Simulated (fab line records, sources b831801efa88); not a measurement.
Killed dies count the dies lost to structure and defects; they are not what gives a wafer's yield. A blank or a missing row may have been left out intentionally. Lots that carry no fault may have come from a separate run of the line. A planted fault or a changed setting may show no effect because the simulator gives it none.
Tool commonality check | flow gf180mcu | 15 lots and 43 wafers in the sample

== WHY IT WAS OPENED ==
3 of 15 lots carry a flag on the reading STI_OXIDATION_02_THK at GF_STI_THK_MEAS_30. No-fault wafers: 10.04 nm, standard deviation 0.22.
Rule: a lot gets a flag if all its wafers with a number sit over 4 standard deviations from that mean, or if no wafer of it has a number. The rest of the lots are taken to be sound.

lot  | measured    | on            | STI_OXIDATION_02_THK (nm), wafer by wafer | flag
L201 | day 2 05:29 | film metro-03 | 9.84 9.75 10.02                           |
L202 | day 2 10:44 | film metro-02 | 10.03 9.97 9.97                           |
L204 | day 2 21:36 | film metro-02 | 9.60 9.79 9.78                            |
L205 | day 3 02:52 | film metro-01 | 10.17 9.94 9.92                           |
L207 | day 3 13:04 | film metro-02 | 9.97 9.79 9.70                            |
L208 | day 3 17:46 | film metro-03 | 10.13 10.02                               |
L209 | day 4 00:56 | film metro-03 | 9.77 9.81 9.77                            |
L212 | day 4 15:55 | film metro-03 | 10.08 10.16                               |
L213 | day 4 20:35 | film metro-03 | 10.19 10.22 10.01                         |
L214 | day 5 01:12 | film metro-02 | 14.02 13.88 13.72                         | FLAGGED
L215 | day 5 07:34 | film metro-03 | 13.82 13.96 13.82                         | FLAGGED
L216 | day 5 13:49 | film metro-03 | 10.10 10.21 10.10                         |
L217 | day 5 18:32 | film metro-01 | 14.15 14.15 14.08                         | FLAGGED
L218 | day 5 22:01 | film metro-02 | 10.13 10.16 10.09                         |
L224 | day 7 08:52 | film metro-01 | 10.05 10.18 10.24                         |
On average the flagged lots' numbers are 13.96 nm, which is +3.92 nm against the usual, or +18 standard deviations.

== TOOL THAT RAN EACH LOT ==
The record holds 1 process step before the reading, out of a route of 602 steps. Cell contents, in order: the tool; ch with the chambers the sampled wafers went through; the start.
lot  | flag    | GF_STI_OXIDATION_29
L201 |         | furnace-02 ch 0, day 2 04:04
L202 |         | furnace-01 ch 0, day 2 09:21
L204 |         | furnace-02 ch 0, day 2 20:13
L205 |         | furnace-01 ch 0, day 3 01:28
L207 |         | furnace-02 ch 0, day 3 11:40
L208 |         | furnace-02 ch 0, day 3 16:22
L209 |         | furnace-02 ch 0, day 3 23:31
L212 |         | furnace-01 ch 0, day 4 14:31
L213 |         | furnace-01 ch 0, day 4 19:11
L214 | FLAGGED | furnace-01 ch 0, day 4 23:49
L215 | FLAGGED | furnace-01 ch 0, day 5 06:10
L216 |         | furnace-02 ch 0, day 5 12:25
L217 | FLAGGED | furnace-01 ch 0, day 5 17:09
L218 |         | furnace-02 ch 0, day 5 20:37
L224 |         | furnace-02 ch 0, day 7 07:28
What the steps here do:
- GF_STI_OXIDATION_29: stabilise 600 s, purge 300 s, target thk 10 nm.
- GF_STI_THK_MEAS_30

== FLAGGED AGAINST TOTAL, ONE TOOL AT A TIME (gauges that did the reading follow at the end) ==
step                | tool          | lots run | flagged | share of the flagged lots | sound lots run after its first flagged lot
GF_STI_OXIDATION_29 | furnace-01    | 7        | 3       | all                       | 0
GF_STI_OXIDATION_29 | furnace-02    | 8        | 0       | none                      | -
GF_STI_THK_MEAS_30  | film metro-01 | 3        | 1       | some                      | 1 (L224)
GF_STI_THK_MEAS_30  | film metro-02 | 5        | 1       | some                      | 1 (L218)
GF_STI_THK_MEAS_30  | film metro-03 | 7        | 1       | some                      | 1 (L216)

== THE TABLE: WHAT IT ALLOWS ==
All flagged lots share 1 row of the table, namely furnace-01 at GF_STI_OXIDATION_29.
- furnace-01 at GF_STI_OXIDATION_29 ran 7 lots, 3 of them flagged. It ran its last sound lot, L213, at day 4 19:11 and its first flagged lot, L214, at day 4 23:49: a fault with its onset between the two fits. Its own readings (spike tc bottom C, spike tc centre C, spike tc lower C, spike tc top C, spike tc upper C, zone power upper pct) fall more than 4 standard deviations out on all wafers of the flagged lots.
Just one tool remains: furnace-01 at GF_STI_OXIDATION_29.

== WHAT HAD BEEN PUT IN BY THE SIMULATOR ==
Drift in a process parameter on furnace-01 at GF_STI_OXIDATION_29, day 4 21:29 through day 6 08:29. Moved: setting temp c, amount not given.
Shown lots that were struck: L214, L215, L217. Same finding as the rule above.
